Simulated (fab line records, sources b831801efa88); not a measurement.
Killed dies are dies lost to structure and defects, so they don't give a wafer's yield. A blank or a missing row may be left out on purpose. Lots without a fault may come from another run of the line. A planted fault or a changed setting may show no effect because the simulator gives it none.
A struck lot beside a sound one | flow gf180mcu | 20 steps out of a route of 602
Sound: wafers L337.1, L337.3, L337.5. Struck: wafers L342.1, L342.5, L342.6. The cause comes at the end.
At each step with rows: each side's tool, then ch and its chambers, then its first start. Under that, the readings that differ: sound wafers | struck wafers | difference of the means | sigmas: that difference in standard deviations of wafers without a fault.
alike: readings whose means differ by less than 2 such deviations, and words and numbers that are the same on both sides. not compared: withheld readings, readings that some wafer has no value for, bounds like >300 that may hide the same value, and numbers for which the record gives no deviation and whose values overlap.
The two part at a step that has a row with sigmas, a row that says differs or no value, or rows on one side only. Numbers that don't overlap but have no deviation are shown without sigmas and don't part them. A reading that every wafer of one side lacks parts them only if that side has two wafers or more.

first, 1 step without rows for these wafers: GF_V3_CVD_00 (deposits SiO2, target thk 600 nm, time 100 s).
GF_V3_THK_MEAS_01:
  sound on film_metro-04, day 25 18:16; struck on film_metro-04, day 27 06:11
  alike: V3_CVD_00_THK
GF_V3_CVD_02: deposits SiO2 from TEOS, target thk 850 nm, time 94.851 s.
  sound on pecvd-03 ch 1,2, day 25 18:19; struck on pecvd-02 ch 1,2, day 27 06:15
  alike: heater_power_w
GF_V3_THK_MEAS_03:
  sound on film_metro-01, day 25 18:23; struck on film_metro-03, day 27 06:19
  alike: V3_CVD_02_THK
GF_V3_CMP_04: polishes SiO2.
  sound on cmp-01 ch 0,1, day 25 18:30; struck on cmp-02 ch 2,3, day 27 06:23
  alike: motor_current_A, time_to_endpoint_s
GF_V3_BOW_MEAS_05:
  sound on film_metro-04, day 25 18:45; struck on film_metro-04, day 27 06:41
  reading     | sound      | struck      | difference | sigmas
  V3_BOW (um) | 99 111 102 | 128 115 122 | +18        | +2
then, 6 steps without rows for these wafers: GF_V3_DEHYDRATE_06 (time 60 s); GF_V3_HMDS_07 (prime time 60 s); GF_V3_COAT_08; GF_V3_COAT_09 (resist thk 1000 nm); GF_V3_SOFTBAKE_10 (time 60 s); GF_V3_EXPOSE_11 (exposes mask Via3, target cd 260 nm).
GF_V3_PEB_12: peb time 90 s.
  sound on litho_track-03 ch 0, day 26 15:31; struck on litho_track-03 ch 0, day 28 02:07
  reading                  | sound                | struck               | difference | sigmas
  heater_power_total_W (W) | 85.82 85.84 85.64    | 86.25 86.20 86.19    | +0.45      | +5
  plate_temp_C (C)         | 134.92 134.89 134.95 | 135.54 135.55 135.54 | +0.62      | +5
then, 1 step without rows for these wafers: GF_V3_DEVELOP_13 (develop time 60 s).
GF_V3_CD_MEAS_14: target cd 260 nm.
  sound on cd_sem-02, day 26 15:52; struck on cd_sem-01, day 28 02:28
  alike: cd_nm
GF_V3_OVL_MEAS_15:
  sound on overlay-01, day 26 15:59; struck on overlay-02, day 28 02:35
  alike: V3_OVL
GF_V3_ETCH_16: etches BARC in N2/H2.
  sound on rie_diel-02 ch 0,1, day 26 16:01; struck on rie_diel-03 ch 0,1, day 28 02:37
  alike: drypump_motor_current_A, oes_product_au, throttle_valve_pct
  not compared: model.V3.cd_nm
GF_V3_ETCH_17: etches SiO2 in C4F8/O2/Ar, stops on TiN, target depth 635 nm.
  sound on rie_diel-02 ch 0,1; struck on rie_diel-03 ch 0,1
  alike: oes_product_au
  not compared: model.V3.cd_nm
GF_V3_STRIP_18: strips in O2/N2.
  sound on plasma_asher-04 ch 0,1, day 26 16:08; struck on plasma_asher-04 ch 0,1, day 28 02:44
  alike: drypump_motor_current_A, heater_power_w, oes_product_au
  not compared: rf_hours_counter_h
then, 1 step without rows for these wafers: GF_PASSIVATION_PROBE_99.

WHERE THEY PART
First at GF_V3_BOW_MEAS_05; last, within this record, at GF_V3_PEB_12. Later steps at which nothing parts them and some readings are alike: GF_V3_CD_MEAS_14, GF_V3_OVL_MEAS_15, GF_V3_ETCH_16, GF_V3_ETCH_17, GF_V3_STRIP_18.

WHY: what the simulator had put in
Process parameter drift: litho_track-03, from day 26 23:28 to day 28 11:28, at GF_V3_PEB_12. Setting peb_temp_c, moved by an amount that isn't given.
